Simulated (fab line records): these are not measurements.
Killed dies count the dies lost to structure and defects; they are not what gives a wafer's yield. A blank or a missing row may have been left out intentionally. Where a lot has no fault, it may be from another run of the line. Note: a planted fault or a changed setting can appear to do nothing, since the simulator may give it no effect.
The tool behind it: which one?    flow gf180mcu    24 lots with 72 wafers sampled at 6 steps, on a route of 602 steps

WHAT THE GAUGES READ, wafer by wafer
GF_M2_THK_MEAS_06: measures by xrf.
lot   measured      on             M2_ALCU_THK (nm)
L074  day 18 08:10  film_metro-03  456 465 446
L075  day 18 15:38  film_metro-02  449 441 441
L076  day 19 03:04  film_metro-01  451 440 448
L077  day 19 11:31  film_metro-02  449 453 453
L078  day 19 19:14  film_metro-03  450 450 447
L079  day 20 04:12  film_metro-02  452 461 453
L080  day 20 21:34  film_metro-01  452 446 448
L081  day 21 10:59  film_metro-02  462 454 436
L082  day 21 14:45  film_metro-02  446 444 445
L083  day 21 20:25  film_metro-03  465 453 455
L084  day 22 06:29  film_metro-03  448 445 443
L085  day 22 09:16  film_metro-01  444 448 450
L086  day 22 17:46  film_metro-02  442 444 440
L087  day 23 07:32  film_metro-03  447 453 452
L088  day 23 18:04  film_metro-01  438 448 455
L089  day 23 21:40  film_metro-01  442 454 459
L090  day 24 02:02  film_metro-03  455 462 467
L091  day 24 14:22  film_metro-02  448 445 437
L092  day 24 16:39  film_metro-02  438 439 445
L093  day 25 02:49  film_metro-02  434 446 437
L094  day 25 17:25  film_metro-01  458 462 455
L095  day 25 17:47  film_metro-02  443 433 438
L096  day 26 02:11  film_metro-02  458 450 459
L097  day 26 10:01  film_metro-02  445 447 447

GF_MIM_THK_MEAS_06.
lot   measured      on             MIM_CVD_05_THK (nm)
L074  day 24 14:47  film_metro-04  41.7 41.8 42.5
L075  day 24 20:36  film_metro-04  41.2 42.1 41.6
L076  day 25 08:25  film_metro-02  42.3 42.1 42.4
L077  day 25 16:02  film_metro-02  41.1 42.1 42.6
L078  day 25 23:28  film_metro-02  42.8 41.7 42.3
L079  day 26 06:32  film_metro-02  41.1 41.5 42.2
L080  day 26 21:57  film_metro-02  41.9 41.8 41.9
L081  day 27 08:48  film_metro-02  42.1 41.4 43.2
L082  day 27 11:00  film_metro-04  41.1 41.9 41.9
L083  day 27 16:49  film_metro-02  41.4 41.2 41.9
L084  day 28 03:16  film_metro-03  40.9 41.9 41.7
L085  day 28 04:05  film_metro-02  41.1 41.3 41.7
L086  day 28 11:07  film_metro-02  42.5 41.8 42.1
L087  day 28 22:04  film_metro-03  41.5 40.4 41.1
L088  day 29 07:41  film_metro-04  42.2 42.4 42.2
L089  day 29 11:46  film_metro-03  42.2 42.4 41.6
L090  day 29 15:17  film_metro-03  41.7 42.0 42.4
L091  day 30 01:04  film_metro-02  41.3 42.1 41.8
L092  day 30 03:20  film_metro-02  42.3 42.0 42.6
L093  day 30 11:51  film_metro-04  41.2 41.4 42.1
L094  day 30 23:25  film_metro-04  41.5 40.6 41.6
L095  day 31 01:33  film_metro-02  41.0 40.4 41.6
L096  day 31 08:18  film_metro-03  41.2 42.1 42.1
L097  day 31 13:19  film_metro-02  42.2 42.9 42.1

GF_V5_THK_MEAS_01.
lot   measured      on             V5_CVD_00_THK (nm)
L074  day 26 10:43  film_metro-02  286 290 290
L075  day 26 16:36  film_metro-04  292 288 291
L076  day 27 03:58  film_metro-02  286 297 286
L077  day 27 11:07  film_metro-01  295 286 291
L078  day 27 19:03  film_metro-02  284 290 295
L079  day 28 00:08  film_metro-04  293 287 286
L080  day 28 15:35  film_metro-04  285 291 286
L081  day 29 01:44  film_metro-02  287 294 290
L082  day 29 03:29  film_metro-02  287 290 288
L083  day 29 09:59  film_metro-04  288 281 290
L084  day 29 19:24  film_metro-04  290 290 293
L085  day 29 20:31  film_metro-02  291 290 293
L086  day 30 01:53  film_metro-02  293 285 293
L087  day 30 12:52  film_metro-02  288 287 292
L088  day 30 21:33  film_metro-04  291 287 294
L089  day 31 01:47  film_metro-02  296 298 284
L090  day 31 04:44  film_metro-01  289 299 297
L091  day 31 15:36  film_metro-02  293 287 290
L092  day 31 16:35  film_metro-02  287 291 288
L093  day 32 00:46  film_metro-01  298 298 291
L094  day 32 11:35  film_metro-02  289 294 292
L095  day 32 12:57  film_metro-01  299 301 289
L096  day 32 20:11  film_metro-04  292 294 290
L097  day 33 00:22  film_metro-02  293 292 288

GF_TOP_METAL_OVL_MEAS_15.
lot   measured      on          TOP_METAL_OVL (nm)
L074  day 28 05:55  overlay-01  -0.8 0.4 -0.2
L075  day 28 11:11  overlay-01  0.4 0.3 -1.4
L076  day 28 22:11  overlay-01  -1.7 0.2 -2.3
L077  day 29 03:50  overlay-02  -1.9 1.8 0.3
L078  day 29 12:28  overlay-02  -2.5 -0.8 -2.1
L079  day 29 16:25  overlay-02  0.3 0.1 -0.6
L080  day 30 07:32  overlay-01  -2.0 -0.5 -2.0
L081  day 30 17:03  overlay-02  0.8 -0.8 -0.1
L082  day 30 19:05  overlay-01  2.3 0.4 1.5
L083  day 31 00:31  overlay-01  -2.6 -2.1 -2.8
L084  day 31 10:05  overlay-02  0.0 0.2 -0.9
L085  day 31 11:17  overlay-01  -3.5 -2.7 -0.2
L086  day 31 16:00  overlay-01  -1.6 0.3 -0.2
L087  day 32 02:50  overlay-02  -0.6 -1.2 0.2
L088  day 32 11:25  overlay-02  -0.3 -0.9 -0.8
L089  day 32 14:33  overlay-01  -1.3 -1.6 -2.3
L090  day 32 16:59  overlay-02  1.7 3.5 3.0
L091  day 33 02:50  overlay-02  -2.6 -0.1 -2.5
L092  day 33 03:30  overlay-02  -1.0 -1.1 0.0
L093  day 33 11:41  overlay-01  -1.1 0.2 -0.9
L094  day 33 21:43  overlay-02  -0.2 -0.9 -1.2
L095  day 33 22:17  overlay-02  -1.3 -2.2 0.4
L096  day 34 06:13  overlay-01  -0.5 -1.2 -0.2
L097  day 34 09:27  overlay-02  1.1 -0.1 -0.6

WHAT TOOL EACH LOT RAN ON (gives the tool, then ch and the chambers of the sampled wafers, and finally the start)
lot   GF_MIM_SPUTTER_03             GF_V5_CMP_04
L074  pvd_sputter-04, day 24 14:41  cmp-01 ch 1,2, day 26 10:57
L075  pvd_sputter-03, day 24 20:31  cmp-01 ch 1,2, day 26 16:53
L076  pvd_sputter-03, day 25 08:19  cmp-01 ch 1,2,3, day 27 04:14
L077  pvd_sputter-01, day 25 15:56  cmp-02 ch 0,1, day 27 11:20
L078  pvd_sputter-03, day 25 23:22  cmp-02 ch 1,2,3, day 27 19:16
L079  pvd_sputter-01, day 26 06:26  cmp-02 ch 0,2, day 28 00:25
L080  pvd_sputter-04, day 26 21:52  cmp-01 ch 0,2,3, day 28 15:49
L081  pvd_sputter-01, day 27 08:41  cmp-01 ch 0,1,2, day 29 02:00
L082  pvd_sputter-01, day 27 10:53  cmp-01 ch 2,3, day 29 03:44
L083  pvd_sputter-04, day 27 16:43  cmp-02 ch 0,2,3, day 29 10:13
L084  pvd_sputter-01, day 28 03:10  cmp-01 ch 0,1,3, day 29 19:38
L085  pvd_sputter-01, day 28 03:59  cmp-01 ch 0,3, day 29 20:50
L086  pvd_sputter-01, day 28 11:01  cmp-02 ch 0,3, day 30 02:10
L087  pvd_sputter-03, day 28 21:59  cmp-01 ch 0,1,2, day 30 13:06
L088  pvd_sputter-04, day 29 07:36  cmp-02 ch 0,3, day 30 21:51
L089  pvd_sputter-04, day 29 11:38  cmp-02 ch 0,2,3, day 31 02:13
L090  pvd_sputter-03, day 29 15:11  cmp-01 ch 0,1,3, day 31 05:01
L091  pvd_sputter-03, day 30 00:58  cmp-01 ch 0,1,3, day 31 16:04
L092  pvd_sputter-04, day 30 03:14  cmp-01 ch 2,3, day 31 16:50
L093  pvd_sputter-03, day 30 11:46  cmp-01 ch 0,2,3, day 32 01:08
L094  pvd_sputter-01, day 30 23:19  cmp-02 ch 0,3, day 32 11:49
L095  pvd_sputter-04, day 31 01:28  cmp-02 ch 2,3, day 32 13:11
L096  pvd_sputter-04, day 31 08:11  cmp-01 ch 0,2,3, day 32 20:29
L097  pvd_sputter-01, day 31 13:13  cmp-02 ch 0,1,3, day 33 00:41
- GF_MIM_SPUTTER_03: material Ti, target thk 10 nm, time 6.7 s.
- GF_V5_CMP_04: polishes SiO2.

AS READ BY THE TOOLS THEMSELVES (means over the sampled wafers that have a number; for cases with no such wafer, the mark the record gives instead)
GF_MIM_SPUTTER_03.
lot   tool            cathode_dc_power_W (W)  throttle_valve_pct (%)
L074  pvd_sputter-04  3000.0                  30.1
L075  pvd_sputter-03  2999.8                  29.8
L076  pvd_sputter-03  3000.1                  28.6
L077  pvd_sputter-01  3000.3                  30.5
L078  pvd_sputter-03  3000.1                  31.2
L079  pvd_sputter-01  3000.3                  29.5
L080  pvd_sputter-04  2999.6                  29.8
L081  pvd_sputter-01  3000.3                  29.8
L082  pvd_sputter-01  2999.7                  29.9
L083  pvd_sputter-04  2999.8                  30.0
L084  pvd_sputter-01  2999.6                  29.9
L085  pvd_sputter-01  2999.8                  30.7
L086  pvd_sputter-01  3000.0                  30.4
L087  pvd_sputter-03  3000.1                  29.2
L088  pvd_sputter-04  3000.1                  29.9
L089  pvd_sputter-04  3000.2                  30.3
L090  pvd_sputter-03  3000.1                  29.2
L091  pvd_sputter-03  3000.8                  30.7
L092  pvd_sputter-04  2999.6                  30.4
L093  pvd_sputter-03  2999.6                  29.2
L094  pvd_sputter-01  3000.1                  30.3
L095  pvd_sputter-04  3000.0                  30.0
L096  pvd_sputter-04  2999.9                  29.7
L097  pvd_sputter-01  2999.7                  30.5

GF_V5_CMP_04.
lot   tool    motor_current_A (A)
L074  cmp-01  12.8
L075  cmp-01  13.0
L076  cmp-01  12.6
L077  cmp-02  11.4
L078  cmp-02  11.5
L079  cmp-02  11.3
L080  cmp-01  12.6
L081  cmp-01  12.6
L082  cmp-01  12.6
L083  cmp-02  11.9
L084  cmp-01  13.0
L085  cmp-01  12.6
L086  cmp-02  12.1
L087  cmp-01  13.1
L088  cmp-02  12.1
L089  cmp-02  11.2
L090  cmp-01  12.8
L091  cmp-01  12.9
L092  cmp-01  12.6
L093  cmp-01  12.6
L094  cmp-02  11.9
L095  cmp-02  11.7
L096  cmp-01  12.7
L097  cmp-02  12.1

THE ANSWER, worked out from the rows above alone
Rule: the usual values come from the lots themselves. The widest of any qualifying gaps counts: lots, ordered by their means at a reading, are off when they make up no more than a third of the lots, leave a main group of 4 or more, and stand apart from it by 3 or more times the standard deviation of that group's means. Not used: any main group whose means are identical at the precision the tables above print for the reading. Also off: a lot with no number at a reading for which 4 or more lots have one. The other lots that the step has rows for count as sound. Order of review: gauges by route order, followed by the tools' own readings, for which a lot's mean as printed above is used. The first step at which some lot is off is used, and at that step the reading that is off furthest; a lot without a number counts as furthest.
No lot is off on any of the readings shown, so nothing can be concluded from this.

WHAT HAD BEEN PUT IN BY THE SIMULATOR
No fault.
